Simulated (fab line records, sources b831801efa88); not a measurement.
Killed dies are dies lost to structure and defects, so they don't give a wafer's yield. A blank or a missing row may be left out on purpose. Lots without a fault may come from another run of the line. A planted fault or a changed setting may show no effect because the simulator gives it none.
Which tool did it? | flow gf180mcu | 6 lots, 18 wafers sampled, at 3 steps of a route of 602

WHAT THE GAUGES READ, wafer by wafer
GF_VT_IMPLANT_RS_MEAS_48: measures by four-point-probe.
lot  | measured     | on            | LVPWELL_RS (ohm/sq)
L584 | day 7 19:53  | film_metro-03 | 1195.5 1194.5 1196.9
L589 | day 9 10:08  | film_metro-02 | 1199.9 1198.2 1200.5
L592 | day 10 02:59 | film_metro-04 | 1140.5 1137.7 1139.2
L598 | day 11 21:07 | film_metro-03 | 1197.7 1197.0 1198.1
L602 | day 12 23:22 | film_metro-02 | 1192.1 1190.2 1192.8
L604 | day 13 14:22 | film_metro-04 | 1199.0 1198.0 1198.5

WHICH TOOL RAN EACH LOT (tool, then ch and the chambers of the sampled wafers, then the start)
lot  | GF_LVPWELL_IMPLANT_09          | GF_VT_IMPLANT_RTA_45
L584 | implanter-01 ch 0, day 4 01:37 | rtp_anneal-01 ch 0, day 7 19:33
L589 | implanter-03 ch 0, day 5 09:23 | rtp_anneal-02 ch 0, day 9 09:47
L592 | implanter-01 ch 0, day 5 22:26 | rtp_anneal-02 ch 0, day 10 02:38
L598 | implanter-03 ch 0, day 7 10:32 | rtp_anneal-02 ch 0, day 11 20:47
L602 | implanter-02 ch 0, day 8 07:50 | rtp_anneal-02 ch 0, day 12 23:02
L604 | implanter-02 ch 0, day 8 20:47 | rtp_anneal-02 ch 0, day 13 14:02
- GF_LVPWELL_IMPLANT_09
- GF_VT_IMPLANT_RTA_45: time 30 s.

THE ANSWER, worked out from the rows above alone
Rule: what is usual is taken from the lots themselves. Put in order of their means at a reading, lots are off if they are a third of the lots or fewer, leave a main group of 4 or more, and stand apart from it by a gap of 3 or more times the standard deviation of the main group's means; of several such gaps the widest counts. A main group whose means are all the same, to the digits that the tables above print for the reading, isn't used. A lot without any number at a reading at which 4 lots or more have one is off too. The other lots that the step has rows for count as sound.
Off: L592, at GF_VT_IMPLANT_RS_MEAS_48 (LVPWELL_RS). The main group: mean 1196.6 ohm/sq, standard deviation 2.8.
A tool fits if, at a process step before that reading, it ran every lot that is off, and no sound lot after the first of them. The gauges at GF_VT_IMPLANT_RS_MEAS_48 are tried like those tools. One fits: implanter-01 at GF_LVPWELL_IMPLANT_09. Its last sound lot is L584 (day 4 01:37), its first lot that is off L592 (day 5 22:26): a fault that began between those two fits.

WHAT THE SIMULATOR HAD PUT IN
Process parameter drift: implanter-01, from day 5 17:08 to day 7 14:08, at GF_LVPWELL_IMPLANT_09. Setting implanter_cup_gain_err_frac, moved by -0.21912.
Lots struck among those shown: L592. The rule above found the same.
